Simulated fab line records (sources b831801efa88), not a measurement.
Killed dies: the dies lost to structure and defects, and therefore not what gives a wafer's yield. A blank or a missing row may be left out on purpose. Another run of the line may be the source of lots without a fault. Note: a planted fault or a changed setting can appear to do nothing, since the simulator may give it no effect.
Matching of chambers :: flow sky130 :: SKY_VIA4_CMP_21 on cmp-02: 4 sister chambers
The step polishes, stops on SiO2, t overpolish 25 s, target thk 0 nm. 8 wafers are shown with their chamber, then 8 later ones without.

== WAFERS, EACH WITH ITS CHAMBER ==
wafer: L404.1
chamber: 2
motorCurrentA (A): 10.6
timeToEndpointS (s): 118

wafer: L409.2
chamber: 3
motorCurrentA (A): 11.0
timeToEndpointS (s): 123

wafer: L412.5
chamber: 0
motorCurrentA (A): 11.4
timeToEndpointS (s): 121

wafer: L412.6
chamber: 1
motorCurrentA (A): 12.7
timeToEndpointS (s): 134

wafer: L413.2
chamber: 0
motorCurrentA (A): 11.3
timeToEndpointS (s): 113

wafer: L413.5
chamber: 1
motorCurrentA (A): 12.3
timeToEndpointS (s): 132

wafer: L413.6
chamber: 2
motorCurrentA (A): 10.5
timeToEndpointS (s): 120

wafer: L416.1
chamber: 3
motorCurrentA (A): 11.1
timeToEndpointS (s): 121

== WAFERS WITHOUT THEIR CHAMBER ==
wafer: L416.2
motorCurrentA (A): 10.6
timeToEndpointS (s): 111

wafer: L416.3
motorCurrentA (A): 12.0
timeToEndpointS (s): 102

wafer: L426.4
motorCurrentA (A): 9.9
timeToEndpointS (s): 127

wafer: L426.5
motorCurrentA (A): 11.4
timeToEndpointS (s): 122

wafer: L426.6
motorCurrentA (A): 11.4
timeToEndpointS (s): 117

wafer: L427.1
motorCurrentA (A): 12.2
timeToEndpointS (s): 130

wafer: L427.5
motorCurrentA (A): 12.2
timeToEndpointS (s): 135

wafer: L427.6
motorCurrentA (A): 11.6
timeToEndpointS (s): 120

== CHAMBER TAKEN BY EACH ==
wafer: L416.2
from the rows above: can't be placed: 2 or 3
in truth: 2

wafer: L416.3
from the rows above: 0
in truth: 0

wafer: L426.4
from the rows above: 2
in truth: 2

wafer: L426.5
from the rows above: can't be placed: 0 or 3
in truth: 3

wafer: L426.6
from the rows above: 0
in truth: 0

wafer: L427.1
from the rows above: 1
in truth: 1

wafer: L427.5
from the rows above: 1
in truth: 1

wafer: L427.6
from the rows above: can't be placed: 0 or 3
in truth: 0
Correctly placed: 5 of 8. These rows do not allow placing 3 (true chamber among the candidates in 3). 0 placed wrongly.
How it was worked out, from the rows above alone: a wafer's distance from a chamber is the root of the sum, over the readings, of the square of ((its reading less the chamber's mean) divided by the reading's scatter). The wafer belongs to the nearest chamber; if the next one is less than 2 further off, it can't be placed. For every chamber, the mean is computed from those of its wafers that are shown. The scatter: take each reading less its chamber's mean, square it, sum over the shown wafers, divide by the number of wafers less the number of chambers, and take the root.
